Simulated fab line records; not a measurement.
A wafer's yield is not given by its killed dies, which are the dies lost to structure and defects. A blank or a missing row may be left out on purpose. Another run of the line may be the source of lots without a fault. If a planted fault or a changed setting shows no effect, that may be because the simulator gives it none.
fab line records	flow sky130
record: lots: 11	wafers: 33	last_day: 50
route steps=708 shown FIELD_ISO@18 GATE_OXIDE@188 SD_N@356 METAL1@437
lots that met no fault: taken from a fault-free run of the same line
start_h: hours from the record's first day to the start of the lot's first wafer shown	wait_h: hours since the lot's step before	" as in the row above	L1.1+2: a single row standing in for several wafers	- either no value or no given start	* or withheld: withheld	< > ~ a bound
route shown NAME@n: a module of which the file shows steps, and the number in the route of the first	usual: mean/standard deviation of fault-free wafers	same: alike in all rows	chamber/n: place in a boat	sites: each site's reading	_std_site: their standard deviation	_edge_site: mean of outer sites minus mean of inner sites	radius_mm: for every site, how far away it sits from the centre of the wafer	mask NAME#n: copy n	behind: the most recent tool/chamber to have shaped the wafer	hold: reason for holding the lot/hours on hold/outcome of the hold	device: names the non-switching transistor (n, p or np)	end of line: the same wafers' tests at the end of the route	where a step has no rows: the recipe by itself	killed: dies lost to structure and defects at the first sort, not the wafer's yield	map: the dies of a wafer, with x for killed, . for not killed, _ for no die there
set.NAME: the setting the step ran with; set.NAME@STEP: the setting that earlier step ran with	model.NAME: the simulator's own value behind a step, which no gauge read
route steps across a sampled set of lots; one table per step, one row per wafer
services: from which hour (start_h, from the record's first day; less than 0 if before it) a tool's chamber was out of use, for how many hours, and why
== steps ==
step: SKY_FIELD_ISO_ETCH_17
recipe: target_depth_a: 3420	mask_material: Si3N4	chemistry: HBr/Cl2/O2	target: Si	taper_deg: 5	icp_w: 600	bias_w: 150	pressure_mtorr: 15	HBr_flow_sccm: 150	Cl2_flow_sccm: 40	O2_flow_sccm: 6	time_s: 97.7
usual: drypump_motor_current_A: 5.8/0.48	oes_product_au: 1.001/0.0084	throttle_valve_pct: 25.656/0.0099
lot.wafer	tool	chamber	start_h	wait_h	drypump_motor_current_A	oes_product_au	rf_hours_counter_h	throttle_valve_pct
L476.1	rie_si-01	0	33.69	0.1	5.6	0.993	90	25.654
L476.2	"	1	"	"	5.8	1.001	145	25.666
L476.4	"	2	"	"	5.0	0.994	1	25.663
L477.2	rie_si-01	1	40.26	0.1	5.8	0.992	145	25.672
L477.4	"	0	"	"	5.6	0.990	90	25.666
L477.6	"	3	"	"	6.0	0.988	-	25.655
L479.2	rie_si-02	0	50.71	0.1	5.5	1.015	61	25.653
L479.3	"	1	"	"	5.7	0.994	3	25.642
L479.6	"	0	"	"	5.5	1.009	-	25.645
L481.1	rie_si-02	0	59.61	0.1	5.5	1.003	61	25.649
L481.2	"	2	"	"	5.9	1.000	81	25.661
L481.5	"	1	"	"	5.7	0.989	-	25.676
L484.2	rie_si-01	1	74.91	0.1	5.8	1.002	145	25.653
L484.3	"	3	"	"	6.0	1.011	33	25.661
L484.5	"	2	"	"	4.9	1.012	-	25.638
L488.3	rie_si-01	3	98.36	0.0	6.0	1.003	33	25.653
L488.4	"	0	"	"	5.6	1.012	91	25.651
L488.6	"	1	"	"	5.8	0.997	-	25.646
L489.1	rie_si-01	2	103.34	0.1	4.9	0.999	1	25.656
L489.4	"	2	"	"	4.9	1.000	-	25.642
L489.5	"	0	"	"	5.6	1.002	-	25.643
L490.2	rie_si-02	2	106.36	0.1	5.8	1.002	81	25.647
L490.3	"	0	"	"	5.5	1.013	62	25.652
L490.5	"	0	"	"	5.5	1.009	-	25.655
L491.1	rie_si-02	0	112.21	0.1	5.5	0.999	62	25.665
L491.2	"	2	"	"	5.9	1.006	81	25.658
L491.3	"	1	"	"	5.7	0.986	3	25.657
L495.1	rie_si-01	2	134.36	0.1	4.9	1.017	2	25.640
L495.3	"	1	"	"	5.9	1.000	0	25.668
L495.6	"	0	"	"	5.6	1.007	-	25.647
L497.1	rie_si-01	1	142.29	0.1	5.8	0.997	0	25.650
L497.2	"	2	"	"	4.9	1.001	2	25.645
L497.3	"	0	"	"	5.6	1.001	91	25.652
step: SKY_GATE_OXIDE_OXIDATION_01
recipe: temp_c: 900	ambient: O2	stabilise_s: 600	purge_s: 300	target_thk_a: 102.68	ox_time_s: 1473
usual: ox_temp_c: 900.1/0.37	ox_time_s: 1473/0	spike_tc_top_C: 905.8/1.4	tube_center_temp_C_max: 902.3/0.36	zone_power_top_pct: 31.8/0.54
lot.wafer	tool	chamber	start_h	wait_h	ox_temp_c	ox_time_s	spike_tc_top_C	tube_center_temp_C_max	zone_power_top_pct
L476.1	furnace-01	0	285.89	0.0	900.7	1473	905.8	901.6	31.2
L476.2	"	0	"	"	900.2	1473	906.2	902.0	31.8
L476.4	"	0	"	"	900.5	1473	905.3	901.7	31.4
L477.2	furnace-02	0	295.78	0.0	899.2	1473	906.8	902.2	32.7
L477.4	"	0	"	"	900.0	1473	906.7	902.7	32.8
L477.6	"	0	"	"	899.7	1473	906.3	901.9	32.8
L479.2	furnace-01	0	315.07	1.3	899.7	1473	904.4	902.6	31.6
L479.3	"	0	"	"	899.9	1473	903.5	901.9	31.7
L479.6	"	0	"	"	899.5	1473	905.0	902.5	31.8
L481.1	furnace-01	0	332.68	0.7	900.1	1473	906.2	901.8	31.1
L481.2	"	0	"	"	900.5	1473	906.0	902.4	31.9
L481.5	"	0	"	"	900.3	1473	905.2	902.6	31.3
L484.2	furnace-02	0	352.41	0.5	900.9	1473	908.0	902.3	33.1
L484.3	"	0	"	"	900.7	1473	906.8	902.1	32.3
L484.5	"	0	"	"	900.1	1473	907.8	902.2	32.8
L488.3	furnace-01	0	390.78	0.0	900.0	662.85	905.7	902.3	31.3
L488.4	"	0	"	"	900.1	662.85	906.7	902.2	31.3
L488.6	"	0	"	"	899.9	662.85	906.6	902.3	31.4
L490.2	furnace-01	0	399.50	1.5	900.2	662.85	905.1	902.7	31.5
L490.3	"	0	"	"	899.9	662.85	903.4	901.8	32.0
L490.5	"	0	"	"	900.6	662.85	904.6	901.9	31.4
L489.1	furnace-01	0	403.81	1.1	900.3	662.85	903.6	902.2	31.8
L489.4	"	0	"	"	900.0	662.85	906.0	902.2	31.7
L489.5	"	0	"	"	899.7	662.85	904.6	902.0	31.8
L491.1	furnace-01	0	412.57	0.8	899.7	662.85	903.9	902.4	31.4
L491.2	"	0	"	"	900.0	662.85	907.4	901.8	31.6
L491.3	"	0	"	"	900.1	662.85	906.7	902.2	32.1
L495.1	furnace-02	0	449.76	0.0	899.8	1473	906.7	902.4	32.6
L495.3	"	0	"	"	900.9	1473	907.3	902.2	32.2
L495.6	"	0	"	"	900.0	1473	909.1	902.1	32.7
L497.1	furnace-02	0	465.59	0.4	900.2	1473	908.9	903.4	32.6
L497.2	"	0	"	"	900.2	1473	908.6	901.9	32.4
L497.3	"	0	"	"	900.4	1473	907.5	902.1	32.2
step: SKY_GATE_OXIDE_THK_MEAS_02
recipe: reads: SiO2_of_GATE_OXIDE_OXIDATION_01
usual: GATE_OXIDE_OXIDATION_00_THK: 10.28/0.18
lot.wafer	tool	chamber	start_h	wait_h	GATE_OXIDE_OXIDATION_00_THK[nm]
L476.1	film_metro-02	-	287.30	0.0	10.07
L476.2	"	-	"	"	10.24
L476.4	"	-	"	"	10.19
L477.2	film_metro-01	-	297.20	0.0	10.50
L477.4	"	-	"	"	10.42
L477.6	"	-	"	"	10.36
L479.2	film_metro-02	-	316.49	0.0	10.11
L479.3	"	-	"	"	10.01
L479.6	"	-	"	"	9.89
L481.1	film_metro-01	-	334.09	0.0	10.31
L481.2	"	-	"	"	10.19
L481.5	"	-	"	"	10.23
L484.2	film_metro-01	-	353.83	0.0	10.26
L484.3	"	-	"	"	10.27
L484.5	"	-	"	"	10.08
L488.3	film_metro-03	-	392.21	0.0	5.83
L488.4	"	-	"	"	5.83
L488.6	"	-	"	"	5.85
L490.2	film_metro-01	-	400.92	0.0	6.08
L490.3	"	-	"	"	5.97
L490.5	"	-	"	"	5.87
L489.1	film_metro-02	-	405.22	0.0	5.93
L489.4	"	-	"	"	5.83
L489.5	"	-	"	"	5.88
L491.1	film_metro-01	-	413.98	0.0	5.89
L491.2	"	-	"	"	6.02
L491.3	"	-	"	"	5.87
L495.1	film_metro-03	-	451.17	0.0	10.47
L495.3	"	-	"	"	10.59
L495.6	"	-	"	"	10.25
L497.1	film_metro-02	-	467.00	0.0	10.17
L497.2	"	-	"	"	10.12
L497.3	"	-	"	"	10.24
step: SKY_SD_N_RTA_14
recipe: temp_c: 1075	time_s: 2	idle_temp_c: 650	ramp_up_c_per_s: 150	ramp_down_c_per_s: 90	ambient: N2
usual: anneal_temp_c_max: 1081.1/1.1	lamp_power_pct: 15.74/0.045	wafer_temp_C_max: 1078.2/1.4
lot.wafer	tool	chamber	start_h	wait_h	anneal_temp_c_max	lamp_power_pct	wafer_temp_C_max
L476.1	rtp_anneal-02	0	649.82	0.0	1083.0	15.71	1076.8
L476.2	"	0	"	"	1085.0	15.76	1078.9
L476.4	"	0	"	"	1081.8	15.77	1078.5
L477.2	rtp_anneal-01	0	661.97	0.0	1082.1	15.78	1076.9
L477.4	"	0	"	"	1081.5	15.74	1079.4
L477.6	"	0	"	"	1080.0	15.73	1077.2
L479.2	rtp_anneal-01	0	680.87	0.0	1081.7	15.69	1078.2
L479.3	"	0	"	"	1080.4	15.80	1076.6
L479.6	"	0	"	"	1079.1	15.78	1077.9
L481.1	rtp_anneal-01	0	698.87	0.0	1080.2	15.76	1078.4
L481.2	"	0	"	"	1080.6	15.69	1076.5
L481.5	"	0	"	"	1080.0	15.74	1076.7
L484.2	rtp_anneal-01	0	722.72	0.0	1080.8	15.73	1078.6
L484.3	"	0	"	"	1080.0	15.73	1078.4
L484.5	"	0	"	"	1081.9	15.81	1076.5
L488.3	rtp_anneal-01	0	755.73	0.0	1080.8	15.82	1077.3
L488.4	"	0	"	"	1081.0	15.80	1078.2
L488.6	"	0	"	"	1081.4	15.75	1079.2
L490.2	rtp_anneal-01	0	760.78	0.0	1080.6	15.68	1078.9
L490.3	"	0	"	"	1082.1	15.79	1078.3
L490.5	"	0	"	"	1080.0	15.72	1077.7
L489.1	rtp_anneal-01	0	764.86	0.0	1081.8	15.68	1078.2
L489.4	"	0	"	"	1080.5	15.75	1078.8
L489.5	"	0	"	"	1080.0	15.67	1076.0
L491.1	rtp_anneal-01	0	776.36	0.0	1081.2	15.70	1078.7
L491.2	"	0	"	"	1080.9	15.69	1076.9
L491.3	"	0	"	"	1080.2	15.78	1080.5
L495.1	rtp_anneal-01	0	806.41	0.0	1081.1	15.69	1076.5
L495.3	"	0	"	"	1079.9	15.75	1077.5
L495.6	"	0	"	"	1081.3	15.75	1078.2
L497.1	rtp_anneal-01	0	822.46	0.0	1080.1	15.76	1079.9
L497.2	"	0	"	"	1080.9	15.72	1077.9
L497.3	"	0	"	"	1079.2	15.70	1076.2
step: SKY_METAL1_SPUTTER_03
recipe: material: Ti	target_thk_nm: 5	power_w: 3000	time_s: 3.3	chamber_pressure_pa: 0.4
usual: throttle_valve_pct: 30.0/1.1
lot.wafer	tool	chamber	start_h	wait_h	throttle_valve_pct
L476.1	pvd_sputter-03	-	740.32	0.0	30.1
L476.2	"	-	"	"	29.1
L476.4	"	-	"	"	29.8
L477.2	pvd_sputter-04	-	751.23	0.0	28.9
L477.4	"	-	"	"	31.3
L477.6	"	-	"	"	31.5
L479.2	pvd_sputter-04	-	769.78	0.0	32.4
L479.3	"	-	"	"	29.5
L479.6	"	-	"	"	29.0
L481.1	pvd_sputter-02	-	787.16	0.0	29.2
L481.2	"	-	"	"	29.4
L481.5	"	-	"	"	31.1
L484.2	pvd_sputter-03	-	809.66	0.0	30.3
L484.3	"	-	"	"	29.8
L484.5	"	-	"	"	29.7
L488.3	pvd_sputter-02	-	841.10	0.0	29.9
L488.4	"	-	"	"	29.5
L488.6	"	-	"	"	29.5
L490.2	pvd_sputter-04	-	846.46	0.0	32.6
L490.3	"	-	"	"	29.1
L490.5	"	-	"	"	29.3
L489.1	pvd_sputter-04	-	848.52	0.0	28.9
L489.4	"	-	"	"	32.4
L489.5	"	-	"	"	29.0
L491.1	pvd_sputter-02	-	860.26	0.0	29.5
L491.2	"	-	"	"	29.8
L491.3	"	-	"	"	29.0
L495.1	pvd_sputter-03	-	890.34	0.0	29.8
L495.3	"	-	"	"	30.0
L495.6	"	-	"	"	29.7
L497.1	pvd_sputter-03	-	906.68	0.0	29.7
L497.2	"	-	"	"	29.2
L497.3	"	-	"	"	30.0
== services ==
tool	chamber	start_h	hours	kind
rie_si-02	2	29.63	29.1	repair
furnace-01	-	61.72	2.9	pm
rtp_anneal-01	-	157.18	3.4	pm
furnace-01	-	191.75	2.2	pm
furnace-01	-	224.46	3.7	pm
furnace-01	-	229.58	3.2	pm
furnace-01	-	250.85	11.4	pm
rie_si-01	2	290.75	2.9	repair
rie_si-01	3	383.71	4.2	repair
rtp_anneal-01	-	477.99	1.9	repair
furnace-01	-	508.79	2.7	pm
furnace-01	-	564.66	3.4	pm
rie_si-01	-	612.01	0.1	repair
furnace-01	-	658.68	4.4	repair
rie_si-01	-	685.07	4.3	pm
rtp_anneal-01	-	706.95	8.0	pm
furnace-01	-	708.36	7.0	repair
furnace-01	-	719.65	1.2	repair
furnace-01	-	732.58	3.5	pm
furnace-01	-	789.05	3.9	pm
furnace-01	-	868.91	7.5	repair
rtp_anneal-01	-	894.18	4.4	pm
furnace-01	-	900.19	3.1	pm
rie_si-01	2	904.06	1.7	repair
== key ==
first_sign: step: SKY_GATE_OXIDE_OXIDATION_01	reading: ox_time_s	direction: down	sigmas: 99+	usual: *	struck: *
effect: step: SKY_GATE_OXIDE_THK_MEAS_02	reading: GATE_OXIDE_OXIDATION_00_THK	direction: down	sigmas: 25	usual: 10.28	struck: 5.90
met_at SKY_GATE_OXIDE_OXIDATION_01
struck_lots L488,L489,L490,L491
tester_left_out L488,L489,L490,L491
not_acting_at SKY_FIELD_ISO_ETCH_17,SKY_SD_N_RTA_14,SKY_METAL1_SPUTTER_03
onset_between 332.68 390.78
fault: kind: process_parameter_drift	tool: furnace-01	chamber: -	onset_h: 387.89	steps: SKY_GATE_OXIDE_OXIDATION_01	channel: ox_time_s	offset: *	shape: step	end_h: 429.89	acts_in: *	stated: *
tester_left_out: of these lots the tester's yield and bins aren't shown, on N5 and GAA mostly nor the transistor test; their killed dies are dies lost to structure and defects alone, not to doping, threshold or leakage, so they don't give the yield
